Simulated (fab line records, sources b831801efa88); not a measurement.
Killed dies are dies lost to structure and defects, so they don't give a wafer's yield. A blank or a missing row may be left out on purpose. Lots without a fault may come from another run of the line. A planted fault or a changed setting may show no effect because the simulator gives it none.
A struck lot beside a sound one | flow sky130 | 17 steps out of a route of 708
Sound: wafers L568.1, L568.4, L568.5. Struck: wafers L562.1, L562.4, L562.5. The cause comes at the end.
At each step with rows: each side's tool, then ch and its chambers, then its first start. Under that, the readings that differ: sound wafers | struck wafers | difference of the means | sigmas: that difference in standard deviations of wafers without a fault.
alike: readings whose means differ by less than 2 such deviations, and words and numbers that are the same on both sides. not compared: withheld readings, readings that some wafer has no value for, bounds like >300 that may hide the same value, and numbers for which the record gives no deviation and whose values overlap.
The two part at a step that has a row with sigmas, a row that says differs or no value, or rows on one side only. Numbers that don't overlap but have no deviation are shown without sigmas and don't part them. A reading that every wafer of one side lacks parts them only if that side has two wafers or more.

first, 1 step without rows for these wafers: SKY_VT_ADJUST_NCORE_IMPLANT_09.
SKY_VT_ADJUST_NCORE_STRIP_10: strips in O2/N2.
  sound on plasma_asher-03 ch 0,1, day 14 00:46; struck on plasma_asher-03 ch 0,1, day 12 05:04
  alike: chamber_pressure_mTorr, drypump_motor_current_A, n2_flow_sccm, oes_product_au, strip_time_to_endpoint_s
  not compared: rf_hours_counter_h
SKY_VT_ADJUST_NCORE_TW_MEAS_11:
  sound on film_metro-03, day 14 00:52; struck on film_metro-04, day 12 05:10
  reading            | sound             | struck            | difference | sigmas
  VT_ADJUST_NCORE_TW | 222.3 222.0 221.1 | 217.1 216.5 217.0 | -4.9       | -2
then, 7 steps without rows for these wafers: SKY_VT_ADJUST_HVTR_DEHYDRATE_00 (time 60 s); SKY_VT_ADJUST_HVTR_HMDS_01 (prime time 60 s); SKY_VT_ADJUST_HVTR_COAT_02 (resist thk 1140 nm); SKY_VT_ADJUST_HVTR_SOFTBAKE_03 (time 60 s); SKY_VT_ADJUST_HVTR_EXPOSE_04 (exposes mask HVTRM, target cd 380 nm); SKY_VT_ADJUST_HVTR_PEB_05; SKY_VT_ADJUST_HVTR_DEVELOP_06 (develop time 60 s).
SKY_VT_ADJUST_HVTR_CD_MEAS_07: target cd 380 nm.
  sound on cd_sem-01, day 15 03:24; struck on cd_sem-01, day 13 05:19
  alike: cd_nm
SKY_VT_ADJUST_HVTR_OVL_MEAS_08:
  sound on overlay-02, day 15 03:31; struck on overlay-01, day 13 05:26
  alike: VT_ADJUST_HVTR_OVL
SKY_VT_ADJUST_HVTR_IMPLANT_09:
  sound on implanter-04 ch 0, day 15 03:34; struck on implanter-03 ch 0, day 13 05:28
  reading                          | sound                      | struck                           | difference  | sigmas
  beam_on_s (s)                    | 9.91 9.90 9.77             | 12.75 12.40 12.59                | +2.72       | +14
  end_station_pressure_torr (Torr) | 4.76e-06 5.12e-06 4.87e-06 | 0.00010688 0.00010647 0.00010679 | +0.00010180 | +99 or more
  faraday_current_uA               | 12.01 12.01 12.12          | 9.44 9.67 9.54                   | -2.50       | -11
SKY_VT_ADJUST_HVTR_STRIP_10: strips in O2/N2.
  sound on plasma_asher-01 ch 0,1, day 15 03:43; struck on plasma_asher-03 ch 1, day 13 05:37
  alike: chamber_pressure_mTorr, drypump_motor_current_A, n2_flow_sccm, oes_product_au, strip_time_to_endpoint_s
  not compared: rf_hours_counter_h
SKY_VT_ADJUST_HVTR_TW_MEAS_11:
  sound on film_metro-01, day 15 03:49; struck on film_metro-02, day 13 05:43
  reading           | sound             | struck            | difference | sigmas
  VT_ADJUST_HVTR_TW | 210.1 210.5 211.1 | 223.8 224.6 224.4 | +13.7      | +10
then, 1 step without rows for these wafers: SKY_VT_ADJUST_PCH_DEHYDRATE_00 (time 60 s).
-- the record jumps here: 36 days lie between the struck wafers' starts before and after (it left off in module VT_ADJUST_PCH and takes up again in module PAD_OPEN, whose first step shown is number 708 of the route) --
SKY_PAD_OPEN_PROBE_99:
  sound on prober-01, day 50 04:39; struck on prober-01, day 48 23:41
  reading                               | sound             | struck            | difference | sigmas
  model.etest.pfet_01v8_mvt.drive_ua_um | 156.5 155.7 156.4 | 160.9 162.3 157.9 | +4.2       |
  alike: killed_at_M0_to_M3, killed_at_M4_up, killed_at_contacts, killed_at_front_end, killed_at_other, killed_dies, killed_open, killed_short
  not compared: model.etest.pfet_01v8_mvt.off_log10_a_um, model.etest.pfet_01v8_mvt.vt_sat_v, model.etest.pfet_01v8_mvt.vt_v, model.etest.pfet_01v8_mvt.vt_long_v

WHERE THEY PART
First at SKY_VT_ADJUST_NCORE_TW_MEAS_11; last, within this record, at SKY_VT_ADJUST_HVTR_TW_MEAS_11. Later steps at which nothing parts them and some readings are alike: SKY_PAD_OPEN_PROBE_99.

WHY: what the simulator had put in
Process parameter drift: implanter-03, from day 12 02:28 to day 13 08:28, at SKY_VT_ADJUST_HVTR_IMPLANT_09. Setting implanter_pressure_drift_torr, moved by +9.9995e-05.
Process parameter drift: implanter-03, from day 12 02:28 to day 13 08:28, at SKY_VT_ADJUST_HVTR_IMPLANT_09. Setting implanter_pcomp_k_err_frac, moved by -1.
